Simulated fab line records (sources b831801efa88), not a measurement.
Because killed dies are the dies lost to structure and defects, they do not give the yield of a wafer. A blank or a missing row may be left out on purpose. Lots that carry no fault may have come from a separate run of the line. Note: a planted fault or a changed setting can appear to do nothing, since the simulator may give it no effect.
fab line records	flow sky130
record: lots: 6	wafers: 18	last-day: 50
route steps=708 shown VIA4@651 METAL5@661 PAD_OPEN@708
lots with no fault: from the same line, run without faults
start-h: start of the lot's first displayed wafer, in hours after the record's first day	wait-h: time in hours since the lot's previous step	" same as the row above	L1.1+2: a row that stands for several wafers	- either no value or no given start	* or withheld: withheld	< > ~ a bound
route shown NAME@n: names a module that has steps shown in the file, with the first one's number in the route	usual: mean/standard deviation taken from wafers without a fault	same: alike in all rows	chamber/n: place in a boat	sites: the reading at each site	_std_site: standard deviation across them	_edge_site: inner sites' mean taken away from outer sites' mean	radius-mm: for every site, how far away it sits from the centre of the wafer	mask NAME#n: copy n	behind: tool/chamber where the wafer was last shaped	hold: why the lot was held/for how many hours/how that ended	device: the transistor (n, p or np) that didn't switch	end of line: the route-end tests of the same wafers	step lacking rows: just its recipe	killed: the dies lost at the first sort to structure and to defects; this is not the yield of the wafer	map: dies across one wafer; x = killed, . = not, _ = none there
set.NAME: the setting the step ran with; set.NAME@STEP: the setting that earlier step ran with	model.NAME: the simulator's own value behind a step, which no gauge read
lots seen at some steps along the route; tables by step, rows by wafer
services: a tool's chamber out of use, with start hour (start-h, from the record's first day; less than 0 if before it), hours out, and reason
== steps ==
step: SKY_VIA4_ETCH_12
recipe: target: SiO2	chemistry: C4F8/O2/Ar	stop-on: TiN	mask-material: NOVOLAK	source-w: 1500	bias-w: 1200	pressure-mtorr: 40	c4f8-flow-sccm: withheld	O2_flow_sccm: 6	Ar_flow_sccm: 300	time-s: withheld	target-depth-a: 5800
usual: oes-product-au: 0.926/0.0044
lot.wafer	tool	chamber	start-h	wait-h	oes-product-au
L846.2	rie-diel-01	1	1039.11	0.0	0.923
L846.4	"	0	"	"	0.926
L846.5	"	2	"	"	0.924
L847.1	rie-diel-01	2	1044.22	0.0	0.924
L847.2	"	1	"	"	0.921
L847.5	"	0	"	"	0.929
L849.1	rie-diel-02	3	1048.92	0.0	0.925
L849.4	"	1	"	"	0.930
L849.6	"	2	"	"	0.922
L852.1	rie-diel-01	1	1064.60	0.0	0.924
L852.4	"	1	"	"	0.920
L852.6	"	2	"	"	0.923
L859.1	rie-diel-01	3	1107.22	0.0	0.926
L859.2	"	0	"	"	0.926
L859.4	"	1	"	"	0.928
L863.2	rie-diel-01	3	1133.62	0.0	0.931
L863.4	"	2	"	"	0.928
L863.5	"	1	"	"	0.922
step: SKY_VIA4_STRIP_13
recipe: chemistry: O2/N2	power-w: 1400	pressure-mtorr: 1500	platen-temp-c: withheld	o2-flow-sccm: 3000	n2-flow-sccm: 300	overash-fraction: 0.5
step: SKY_VIA4_STRIP_14
recipe: chemistry: post-etch-residue-remover	time-s: 1200	temp-c: 72.5
step: SKY_VIA4_CLEAN_15
recipe: chemistry: IPA	time-s: 180	temp-c: 25
step: SKY_VIA4_CLEAN_16
recipe: chemistry: O3/DIW	dry: n2-spin
step: SKY_VIA4_SPUTTER_17
recipe: material: TiN	target-thk-nm: 20	chamber-pressure-pa: 5	power-w: 4000	time-s: 80
usual: throttle-valve-pct: 29.7/0.81
lot.wafer	tool	chamber	start-h	wait-h	throttle-valve-pct
L846.2	pvd-sputter-04	-	1039.77	0.0	31.0
L846.4	"	-	"	"	30.0
L846.5	"	-	"	"	31.0
L847.1	pvd-sputter-03	-	1044.88	0.0	29.4
L847.2	"	-	"	"	30.2
L847.5	"	-	"	"	30.1
L849.1	pvd-sputter-04	-	1049.58	0.0	30.0
L849.4	"	-	"	"	30.7
L849.6	"	-	"	"	31.1
L852.1	pvd-sputter-02	-	1065.30	0.0	29.7
L852.4	"	-	"	"	28.8
L852.6	"	-	"	"	29.1
L859.1	pvd-sputter-03	-	1107.96	0.0	30.1
L859.2	"	-	"	"	30.2
L859.4	"	-	"	"	29.7
L863.2	pvd-sputter-02	-	1135.31	0.0	29.4
L863.4	"	-	"	"	28.6
L863.5	"	-	"	"	28.6
step: SKY_VIA4_CVD_18
recipe: material: W	target-thk-nm: 505	time-s: 152.14	temp-c: 400	pressure-torr: 40
usual: heater-power-outer-w: 567/89	heater-power-w: 884/130
lot.wafer	tool	chamber	start-h	wait-h	heater-power-outer-w	heater-power-w
L846.2	cvd-w-02	0	1039.83	0.0	604	907
L846.4	"	0	"	"	637	930
L846.5	"	1	"	"	462	804
L847.1	cvd-w-01	1	1044.94	0.0	657	1079
L847.2	"	0	"	"	505	750
L847.5	"	1	"	"	696	1068
L849.1	cvd-w-02	1	1049.64	0.0	448	767
L849.4	"	0	"	"	633	904
L849.6	"	1	"	"	447	787
L852.1	cvd-w-02	1	1065.36	0.0	457	774
L852.4	"	0	"	"	630	938
L852.6	"	0	"	"	647	929
L859.1	cvd-w-01	1	1108.02	0.0	683	1101
L859.2	"	0	"	"	495	748
L859.4	"	0	"	"	501	762
L863.2	cvd-w-02	1	1135.37	0.0	455	804
L863.4	"	1	"	"	461	775
L863.5	"	1	"	"	453	795
step: SKY_VIA4_RS_MEAS_19
recipe: thk-meas-gauge: four-point-probe	reads: W_of_VIA4_CVD_18+TiN_of_VIA4_SPUTTER_17
usual: VIA4_W_RS: 0.2247/0.0027
lot.wafer	tool	chamber	start-h	wait-h	VIA4_W_RS[ohm/sq]
L846.2	film-metro-02	-	1040.01	0.1	0.2244
L846.4	"	-	"	"	0.2249
L846.5	"	-	"	"	0.2193
L847.1	film-metro-02	-	1045.09	0.1	0.2226
L847.2	"	-	"	"	0.2252
L847.5	"	-	"	"	0.2248
L849.1	film-metro-02	-	1049.79	0.1	0.2256
L849.4	"	-	"	"	0.2295
L849.6	"	-	"	"	0.2244
L852.1	film-metro-03	-	1065.51	0.1	0.2221
L852.4	"	-	"	"	0.2249
L852.6	"	-	"	"	0.2240
L859.1	film-metro-01	-	1108.17	0.1	0.2269
L859.2	"	-	"	"	0.2276
L859.4	"	-	"	"	0.2280
L863.2	film-metro-02	-	1135.54	0.1	0.2215
L863.4	"	-	"	"	0.2208
L863.5	"	-	"	"	0.2223
step: SKY_VIA4_THK_MEAS_20
recipe: thk-meas-gauge: xrf	reads: W_of_VIA4_CVD_18
usual: VIA4_W_THK: 513/7.6
lot.wafer	tool	chamber	start-h	wait-h	VIA4_W_THK[nm]
L846.2	film-metro-02	-	1040.12	0.1	514
L846.4	"	-	"	"	511
L846.5	"	-	"	"	527
L847.1	film-metro-02	-	1045.21	0.1	515
L847.2	"	-	"	"	511
L847.5	"	-	"	"	515
L849.1	film-metro-02	-	1049.91	0.1	512
L849.4	"	-	"	"	504
L849.6	"	-	"	"	512
L852.1	film-metro-03	-	1065.63	0.1	512
L852.4	"	-	"	"	505
L852.6	"	-	"	"	506
L859.1	film-metro-01	-	1108.29	0.1	511
L859.2	"	-	"	"	505
L859.4	"	-	"	"	505
L863.2	film-metro-02	-	1135.65	0.1	520
L863.4	"	-	"	"	515
L863.5	"	-	"	"	515
step: SKY_VIA4_CMP_21
recipe: stop-on: SiO2	t-overpolish-s: 25	down-force-psi: 3.5	platen-rpm: 60	target-thk-nm: 0	pad-velocity-m-s: 0.94248
step: SKY_METAL5_SPUTTER_00
recipe: material: Ti	target-thk-nm: 15	power-w: 3000	time-s: 10	chamber-pressure-pa: 0.4
usual: throttle-valve-pct: 29.6/0.63
lot.wafer	tool	chamber	start-h	wait-h	throttle-valve-pct
L846.2	pvd-sputter-03	-	1040.47	0.1	29.6
L846.4	"	-	"	"	30.1
L846.5	"	-	"	"	30.0
L847.1	pvd-sputter-03	-	1045.57	0.2	29.7
L847.2	"	-	"	"	30.4
L847.5	"	-	"	"	29.6
L849.1	pvd-sputter-03	-	1050.80	0.2	29.5
L849.4	"	-	"	"	29.9
L849.6	"	-	"	"	30.0
L852.1	pvd-sputter-03	-	1065.99	0.1	29.4
L852.4	"	-	"	"	29.6
L852.6	"	-	"	"	30.2
L859.1	pvd-sputter-02	-	1108.65	0.2	28.8
L859.2	"	-	"	"	28.5
L859.4	"	-	"	"	29.2
L863.2	pvd-sputter-01	-	1136.00	0.2	30.7
L863.4	"	-	"	"	29.2
L863.5	"	-	"	"	30.1
step: SKY_METAL5_SPUTTER_01
recipe: material: TiN	target-thk-nm: 20	power-w: 6500	time-s: 16.7	chamber-pressure-pa: 0.4
step: SKY_METAL5_SPUTTER_02
recipe: material: AlCu	target-thk-nm: 1150	power-w: 10600	time-s: 61.2	chamber-pressure-pa: 0.4
usual: throttle-valve-pct: 29.6/0.66
lot.wafer	tool	chamber	start-h	wait-h	throttle-valve-pct	model.AlCu_of_METAL5_SPUTTER_02.thk-nm
L846.2	pvd-sputter-03	-	1040.51	0.0	29.5	1157
L846.4	"	-	"	"	30.1	1150
L846.5	"	-	"	"	29.9	1152
L847.1	pvd-sputter-03	-	1045.62	0.0	29.4	1136
L847.2	"	-	"	"	30.3	1163
L847.5	"	-	"	"	29.6	1169
L849.1	pvd-sputter-03	-	1050.85	0.0	29.5	1174
L849.4	"	-	"	"	30.0	764.9
L849.6	"	-	"	"	30.2	761.5
L852.1	pvd-sputter-03	-	1066.04	0.0	29.4	1120
L852.4	"	-	"	"	29.6	775.8
L852.6	"	-	"	"	30.4	739.5
L859.1	pvd-sputter-02	-	1108.70	0.0	28.6	1173
L859.2	"	-	"	"	28.5	1135
L859.4	"	-	"	"	29.4	1171
L863.2	pvd-sputter-01	-	1136.05	0.0	30.8	1155
L863.4	"	-	"	"	29.2	1145
L863.5	"	-	"	"	30.2	1142
step: SKY_METAL5_SPUTTER_03
recipe: material: Ti	target-thk-nm: 5	power-w: 3000	time-s: 3.3	chamber-pressure-pa: 0.4
step: SKY_METAL5_SPUTTER_04
recipe: material: TiN	target-thk-nm: 70	power-w: 6500	time-s: 58.3	chamber-pressure-pa: 0.4
step: SKY_METAL5_RS_MEAS_05
recipe: thk-meas-gauge: four-point-probe	reads: TiN_of_METAL5_SPUTTER_04+Ti_of_METAL5_SPUTTER_03+AlCu_of_METAL5_SPUTTER_02+TiN_of_METAL5_SPUTTER_01+Ti_of_METAL5_SPUTTER_00
usual: METAL5_ALCU_RS: 0.0272/0.00041
lot.wafer	tool	chamber	start-h	wait-h	METAL5_ALCU_RS[ohm/sq]
L846.2	film-metro-02	-	1040.65	0.0	0.0269
L846.4	"	-	"	"	0.0271
L846.5	"	-	"	"	0.0270
L847.1	film-metro-01	-	1045.74	0.0	0.0274
L847.2	"	-	"	"	0.0268
L847.5	"	-	"	"	0.0267
L849.1	film-metro-01	-	1050.96	0.0	0.0266
L849.4	"	-	"	"	0.0409
L849.6	"	-	"	"	0.0410
L852.1	film-metro-04	-	1066.16	0.0	0.0278
L852.4	"	-	"	"	0.0402
L852.6	"	-	"	"	0.0422
L859.1	film-metro-02	-	1108.82	0.0	0.0266
L859.2	"	-	"	"	0.0275
L859.4	"	-	"	"	0.0266
L863.2	film-metro-04	-	1136.18	0.0	0.0270
L863.4	"	-	"	"	0.0272
L863.5	"	-	"	"	0.0272
step: SKY_METAL5_THK_MEAS_06
recipe: thk-meas-gauge: xrf	reads: AlCu_of_METAL5_SPUTTER_02
usual: METAL5_ALCU_THK: 1145/18
lot.wafer	tool	chamber	start-h	wait-h	METAL5_ALCU_THK[nm]
L846.2	film-metro-02	-	1040.76	0.1	1153
L846.4	"	-	"	"	1142
L846.5	"	-	"	"	1143
L847.1	film-metro-01	-	1045.86	0.1	1144
L847.2	"	-	"	"	1166
L847.5	"	-	"	"	1174
L849.1	film-metro-01	-	1051.08	0.1	1182
L849.4	"	-	"	"	771
L849.6	"	-	"	"	766
L852.1	film-metro-04	-	1066.28	0.1	1119
L852.4	"	-	"	"	775
L852.6	"	-	"	"	739
L859.1	film-metro-02	-	1108.94	0.1	1160
L859.2	"	-	"	"	1131
L859.4	"	-	"	"	1175
L863.2	film-metro-04	-	1136.29	0.1	1157
L863.4	"	-	"	"	1145
L863.5	"	-	"	"	1144
step: SKY_METAL5_DEHYDRATE_07
recipe: temp-c: 200	time-s: 60
step: SKY_METAL5_HMDS_08
recipe: prime-time-s: 60	prime-temp-c: 120
step: SKY_METAL5_COAT_09
recipe: resist: NOVOLAK	spin-rpm: 3000	resist-thk-nm: 1800
step: SKY_METAL5_SOFTBAKE_10
recipe: temp-c: 90	time-s: 60	resist: NOVOLAK
step: SKY_METAL5_EXPOSE_11
recipe: mask-id: MM5	na: 0.6	source-shape: conventional	sigma-outer: 0.6	polarization: unpolarized	target-cd-nm: 1600	dose-mj: 190
step: SKY_METAL5_PEB_12
recipe: temp-c: withheld	time-s: *	resist: NOVOLAK
step: SKY_METAL5_DEVELOP_13
recipe: resist: NOVOLAK	developer: TMAH	develop-time-s: 60	dev-temp-c: 23
step: SKY_METAL5_DESCUM_14
recipe: chemistry: O2	source-power-w: 150	bias-power-w: 0	pressure-mtorr: 10	temp-c: 40	time-s: 11
usual: drypump-motor-current-A: 5.7/0.47	oes-product-au: 1.002/0.013
lot.wafer	tool	chamber	start-h	wait-h	drypump-motor-current-A	oes-product-au	rf-hours-counter-h
L846.2	rie-metal-04	0	1061.84	0.1	5.5	0.993	11
L846.4	"	0	"	"	5.5	0.989	-
L846.5	"	0	"	"	5.5	0.995	-
L847.1	rie-metal-04	1	1067.53	0.1	5.5	1.013	10
L847.2	"	0	"	"	5.5	0.994	12
L847.5	"	1	"	"	5.5	1.019	-
L849.1	rie-metal-04	0	1072.49	0.1	5.5	0.991	13
L849.4	"	1	"	"	5.5	1.009	-
L849.6	"	1	"	"	5.5	1.007	-
L852.1	rie-metal-04	1	1086.72	0.1	5.5	1.014	11
L852.4	"	1	"	"	5.5	1.012	-
L852.6	"	1	"	"	5.5	1.023	-
L859.1	rie-metal-03	1	1128.37	0.1	6.0	0.980	23
L859.2	"	0	"	"	6.5	0.980	17
L859.4	"	1	"	"	6.0	0.994	-
L863.2	rie-metal-01	0	1154.17	0.1	6.2	1.012	26
L863.4	"	0	"	"	6.1	1.018	-
L863.5	"	0	"	"	6.2	1.023	-
step: SKY_METAL5_METAL_ETCH_15
recipe: target-depth-a: 12600	stop-on: SiO2	over-etch-frac: 0.2	time-s: 252	chemistry: Cl2/BCl3	resist-sidewall-deg: 86	pressure-mtorr: 10	icp-w: 900	bias-w: 48.5	Cl2_flow_sccm: 60	bcl3-flow-sccm: 30
usual: drypump-motor-current-A: 5.7/0.47	oes-product-au: 0.894/0.0051	throttle-valve-pct: 22.264/0.0095
lot.wafer	tool	chamber	start-h	wait-h	drypump-motor-current-A	oes-product-au	rf-hours-counter-h	throttle-valve-pct
L846.2	rie-metal-04	0	1061.87	0.0	5.5	0.889	11	22.272
L846.4	"	0	"	"	5.5	0.887	-	22.264
L846.5	"	0	"	"	5.5	0.900	-	22.267
L847.1	rie-metal-04	1	1067.56	0.0	5.5	0.905	10	22.268
L847.2	"	0	"	"	5.5	0.894	12	22.272
L847.5	"	1	"	"	5.5	0.898	-	22.270
L849.1	rie-metal-04	0	1072.52	0.0	5.5	0.906	13	22.268
L849.4	"	1	"	"	5.5	0.744	-	22.267
L849.6	"	1	"	"	5.5	0.746	-	22.264
L852.1	rie-metal-04	1	1086.76	0.0	5.5	0.887	11	22.259
L852.4	"	1	"	"	5.5	0.750	-	22.260
L852.6	"	1	"	"	5.5	0.740	-	22.282
L859.1	rie-metal-03	1	1128.41	0.0	6.0	0.892	23	22.257
L859.2	"	0	"	"	6.5	0.896	17	22.269
L859.4	"	1	"	"	6.0	0.894	-	22.256
L863.2	rie-metal-01	0	1154.21	0.0	6.2	0.900	26	22.256
L863.4	"	0	"	"	6.2	0.885	-	22.270
L863.5	"	0	"	"	6.2	0.903	-	22.265
step: SKY_METAL5_STRIP_16
recipe: chemistry: O2/N2	power-w: 1400	pressure-mtorr: 1500	platen-temp-c: withheld	o2-flow-sccm: 3000	n2-flow-sccm: 300	overash-fraction: 0.5
step: SKY_PAD_OPEN_PROBE_99
usual: defect-limited-yield: 82.5/1.7	killed_at_M0_to_M3: 42/6.1	killed_at_M4_up: 3.1/1.7	killed-at-contacts: 24/5.5	killed-at-front-end: 16/4.1	killed-at-other: 0.3/0.57	killed-dies: 86/8.2	killed-open: 47/6.8	killed-short: 38/5.8	sort_bin_3_pad_short: 0.8/0.42	sort_bin_5_function: 10.2/1.3	sort_bin_6_memory: 6.4/1	sort-n-pass: 406/8.2	sort-yield-pct: 82.5/1.7
same: gross-dies: 492	killed-at-back-side: 0	sort_bin_4_leakage[%]: 0	sort_bin_8_speed[%]: 0
lot.wafer	tool	chamber	start-h	wait-h	defect-limited-yield[%]	killed_at_M0_to_M3	killed_at_M4_up	killed-at-contacts	killed-at-front-end	killed-at-other	killed-dies	killed-open	killed-short	sort_bin_3_pad_short[%]	sort_bin_5_function[%]	sort_bin_6_memory[%]	sort-n-pass	sort-yield-pct[%]	model.etest.met5.rs-ohm-sq	model.etest.met5.line-ohm-um
L846.2	prober-02	-	1106.33	0.1	82.1	43	4	23	18	0	88	51	36	1.0	11.4	5.5	404	82.1	0.02723	0.01693
L846.4	prober-02	-	1106.43	0.2	85.0	41	4	15	14	0	74	42	32	0.6	9.3	5.1	418	85.0	0.02695	0.0168
L846.5	prober-02	-	1106.48	0.2	83.3	39	2	28	13	0	82	48	33	0.4	10.6	5.7	410	83.3	0.02687	0.01678
L847.1	prober-01	-	1112.01	0.1	83.1	31	3	31	18	0	83	49	34	0.8	11.0	5.1	409	83.1	0.02762	0.01739
L847.2	prober-01	-	1112.06	0.1	82.1	49	4	23	12	0	88	43	45	1.0	10.6	6.3	404	82.1	0.02714	0.01695
L847.5	prober-01	-	1112.21	0.2	85.0	33	3	23	15	0	74	42	32	0.6	9.8	4.7	418	85.0	0.02678	0.01694
L849.1	prober-01	-	1117.39	0.1	83.9	40	4	18	17	0	79	41	38	0.6	9.8	5.7	413	83.9	0.02668	0.01668
L849.4	prober-01	-	1117.54	0.2	83.7	41	0	20	19	0	80	41	38	1.0	9.8	5.5	412	83.7	0.04071	0.0257
L849.6	prober-01	-	1117.64	0.2	80.9	43	2	31	18	0	94	58	36	1.2	11.6	6.3	398	80.9	0.0413	0.02605
L852.1	prober-02	-	1129.69	0.1	82.9	46	5	15	18	0	84	51	33	1.4	8.3	7.3	408	82.9	0.02786	0.01761
L852.4	prober-02	-	1129.84	0.2	79.9	60	2	21	16	0	99	61	38	0.8	12.2	7.1	393	79.9	0.04064	0.02559
L852.6	prober-02	-	1129.94	0.2	83.3	42	3	16	20	1	82	36	46	0.6	8.3	7.7	410	83.3	0.04222	0.0267
L859.1	prober-01	-	1168.19	0.1	84.8	36	3	28	8	0	75	39	36	1.2	9.1	4.9	417	84.8	0.02704	0.01696
L859.2	prober-01	-	1168.24	0.1	80.1	49	5	22	22	0	98	49	48	0.8	13.0	6.1	394	80.1	0.02757	0.01717
L859.4	prober-01	-	1168.34	0.2	79.7	45	4	28	23	0	100	53	47	1.0	11.0	8.3	392	79.7	0.02657	0.01655
L863.2	prober-01	-	1189.95	0.1	85.2	40	3	18	11	1	73	36	37	0.4	8.3	6.1	419	85.2	0.02692	0.01676
L863.4	prober-01	-	1190.05	0.2	83.1	40	2	25	16	0	83	45	37	0.6	9.6	6.7	409	83.1	0.02738	0.01709
L863.5	prober-01	-	1190.10	0.2	80.5	46	1	22	27	0	96	45	51	1.8	10.6	7.1	396	80.5	0.02753	0.01714
killed by level:class
L846.2 CONTACT:geometric-particle:open=11 VIA1:geometric-particle:open=10 VIA3:geometric-particle:open=8 METAL3:geometric-particle:short=6 FIELD_ISO:geometric-particle:open=5 LI_CONTACT:geometric-particle:short=5 LI_CONTACT:geometric-particle:open=5 VIA2:geometric-particle:open=5
L846.4 VIA1:geometric-particle:open=8 VIA1:geometric-particle:short=7 FIELD_ISO:geometric-particle:short=6 VIA2:geometric-particle:open=6 VIA3:geometric-particle:open=5 CONTACT:geometric-particle:open=5 LI_CONTACT:geometric-particle:open=4 FIELD_ISO:geometric-particle:open=3
L846.5 CONTACT:geometric-particle:open=14 VIA2:geometric-particle:open=8 CONTACT:geometric-particle:short=8 VIA3:geometric-particle:open=7 FIELD_ISO:geometric-particle:open=5 LI_CONTACT:geometric-particle:open=5 VIA1:geometric-particle:open=5 VIA1:geometric-particle:short=5
L847.1 CONTACT:geometric-particle:open=13 VIA1:geometric-particle:open=10 LI_CONTACT:geometric-particle:open=9 POLY_GATE:geometric-particle:open=5 LOCAL_INTERCONNECT:geometric-particle:short=5 FIELD_ISO:geometric-particle:short=4 METAL2:geometric-particle:short=4 VIA1:geometric-particle:short=4
L847.2 VIA1:geometric-particle:open=10 VIA1:geometric-particle:short=9 CONTACT:geometric-particle:open=8 METAL1:geometric-particle:short=7 LI_CONTACT:geometric-particle:open=6 VIA3:geometric-particle:open=6 LOCAL_INTERCONNECT:geometric-particle:short=5 METAL3:geometric-particle:short=4
L847.5 VIA1:geometric-particle:open=12 CONTACT:geometric-particle:open=8 FIELD_ISO:geometric-particle:short=6 METAL1:geometric-particle:short=5 VIA3:geometric-particle:open=5 FIELD_ISO:geometric-particle:open=4 CONTACT:geometric-particle:short=4 VIA1:geometric-particle:short=4
L849.1 VIA2:geometric-particle:open=11 CONTACT:geometric-particle:open=7 METAL2:geometric-particle:short=6 FIELD_ISO:geometric-particle:short=5 LI_CONTACT:geometric-particle:open=4 CONTACT:geometric-particle:short=4 VIA1:geometric-particle:short=4 VIA3:geometric-particle:open=4
L849.4 VIA1:geometric-particle:open=11 CONTACT:geometric-particle:open=9 FIELD_ISO:geometric-particle:short=5 LI_CONTACT:geometric-particle:open=5 METAL1:geometric-particle:short=5 VIA2:geometric-particle:open=5 FIELD_ISO:geometric-particle:open=4 POLY_GATE:geometric-particle:short=4
L849.6 LI_CONTACT:geometric-particle:open=13 VIA2:geometric-particle:open=9 VIA1:geometric-particle:open=8 METAL2:geometric-particle:short=7 FIELD_ISO:geometric-particle:open=6 VIA3:geometric-particle:open=6 LOCAL_INTERCONNECT:geometric-particle:short=6 CONTACT:geometric-particle:open=5
L852.1 VIA2:geometric-particle:open=10 VIA1:geometric-particle:open=7 VIA3:geometric-particle:open=6 VIA1:geometric-particle:short=6 POLY_GATE:geometric-particle:open=5 LI_CONTACT:geometric-particle:open=5 METAL1:geometric-particle:short=4 CONTACT:geometric-particle:open=4
L852.4 VIA3:geometric-particle:open=13 VIA1:geometric-particle:open=12 VIA2:geometric-particle:open=9 LI_CONTACT:geometric-particle:open=8 METAL2:geometric-particle:short=7 METAL1:geometric-particle:short=5 VIA2:geometric-particle:short=5 POLY_GATE:geometric-particle:open=4
L852.6 VIA1:geometric-particle:open=10 SPACER:geometric-particle:short=7 CONTACT:geometric-particle:short=6 LI_CONTACT:geometric-particle:open=5 VIA1:geometric-particle:short=5 VIA2:geometric-particle:open=5 METAL2:geometric-particle:short=5 VIA3:geometric-particle:open=5
L859.1 CONTACT:geometric-particle:open=10 VIA1:geometric-particle:open=9 CONTACT:geometric-particle:short=7 VIA1:geometric-particle:short=6 LOCAL_INTERCONNECT:geometric-particle:short=5 FIELD_ISO:geometric-particle:open=4 LI_CONTACT:geometric-particle:short=4 METAL2:geometric-particle:short=4
L859.2 VIA1:geometric-particle:open=10 METAL1:geometric-particle:short=8 METAL2:geometric-particle:short=7 FIELD_ISO:geometric-particle:short=6 VIA3:geometric-particle:open=6 LI_CONTACT:geometric-particle:open=5 LOCAL_INTERCONNECT:geometric-particle:short=5 CONTACT:geometric-particle:open=5
L859.4 VIA1:geometric-particle:open=10 CONTACT:geometric-particle:open=9 POLY_GATE:geometric-particle:open=8 VIA1:geometric-particle:short=8 CONTACT:geometric-particle:short=7 VIA3:geometric-particle:open=7 VIA2:geometric-particle:open=7 FIELD_ISO:geometric-particle:open=6
L863.2 METAL1:geometric-particle:short=10 LI_CONTACT:geometric-particle:open=7 VIA1:geometric-particle:open=6 VIA2:geometric-particle:open=6 VIA3:geometric-particle:open=5 CONTACT:geometric-particle:short=4 CONTACT:geometric-particle:open=4 FIELD_ISO:geometric-particle:short=3
L863.4 VIA1:geometric-particle:open=10 LI_CONTACT:geometric-particle:open=9 FIELD_ISO:geometric-particle:short=7 CONTACT:geometric-particle:open=7 VIA2:geometric-particle:open=7 CONTACT:geometric-particle:short=5 VIA2:geometric-particle:short=5 VIA3:geometric-particle:open=5
L863.5 POLY_GATE:geometric-particle:short=10 VIA3:geometric-particle:open=9 FIELD_ISO:geometric-particle:short=8 METAL2:geometric-particle:short=8 LI_CONTACT:geometric-particle:open=7 VIA1:geometric-particle:open=7 LOCAL_INTERCONNECT:geometric-particle:short=5 CONTACT:geometric-particle:open=5
== services ==
tool	chamber	start-h	hours	kind
rie-diel-01	2	1016.31	5.4	repair
rie-metal-03	-	1021.09	1.5	repair
pvd-sputter-01	3	1030.66	-	consumable-replace:kit
pvd-sputter-01	3	1030.66	18.0	scheduled-down
pvd-sputter-01	3	1030.66	18.0	vent-cycle
cvd-w-01	-	1033.14	1.9	repair
rie-diel-01	0	1061.07	9.2	repair
pvd-sputter-01	2	1091.63	-	consumable-replace:kit
pvd-sputter-01	2	1091.63	18.0	scheduled-down
pvd-sputter-01	2	1091.63	18.0	vent-cycle
pvd-sputter-02	2	1094.70	-	consumable-replace:kit
pvd-sputter-02	2	1094.70	18.0	scheduled-down
pvd-sputter-02	2	1094.70	18.0	vent-cycle
pvd-sputter-01	-	1095.58	3.6	repair
rie-diel-02	0	1107.63	2.9	repair
cvd-w-01	-	1114.81	2.8	repair
rie-diel-02	-	1122.95	0.2	repair
pvd-sputter-02	-	1123.17	2.2	repair
pvd-sputter-03	3	1132.03	-	consumable-replace:kit
pvd-sputter-03	3	1132.03	18.0	scheduled-down
pvd-sputter-03	3	1132.03	18.0	vent-cycle
rie-diel-01	0	1142.36	3.6	repair
pvd-sputter-04	-	1143.15	1.7	repair
pvd-sputter-01	-	1145.25	1.0	repair
== key ==
first-sign: step: SKY_METAL5_RS_MEAS_05	reading: METAL5_ALCU_RS	direction: up	sigmas: 34	usual: 0.0272	struck: 0.0411
effect: step: SKY_METAL5_THK_MEAS_06	reading: METAL5_ALCU_THK	direction: down	sigmas: 21	usual: 1145	struck: 763
effect: step: SKY_METAL5_METAL_ETCH_15	reading: oes-product-au	direction: down	sigmas: 29	usual: 0.894	struck: 0.745
model-effect: step: SKY_METAL5_SPUTTER_02	value: AlCu_of_METAL5_SPUTTER_02.thk-nm	without: 1137	struck: 760.5
model-effect: step: SKY_PAD_OPEN_PROBE_99	value: etest.met5.rs-ohm-sq	without: 0.02747	struck: 0.04122
met-at SKY_METAL5_SPUTTER_02
struck-wafers L849.4,L849.6,L852.4,L852.6
onset-between 1045.62 1050.85
fault: kind: process-parameter-drift	tool: pvd-sputter-03	chamber: -	onset-h: 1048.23	steps: SKY_METAL5_SPUTTER_02	channel: target-thk-nm	offset: -376.39	shape: step	end-h: 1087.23	scope: struck-wafers-only	acts-in: these-recipes-only	stated: 1150
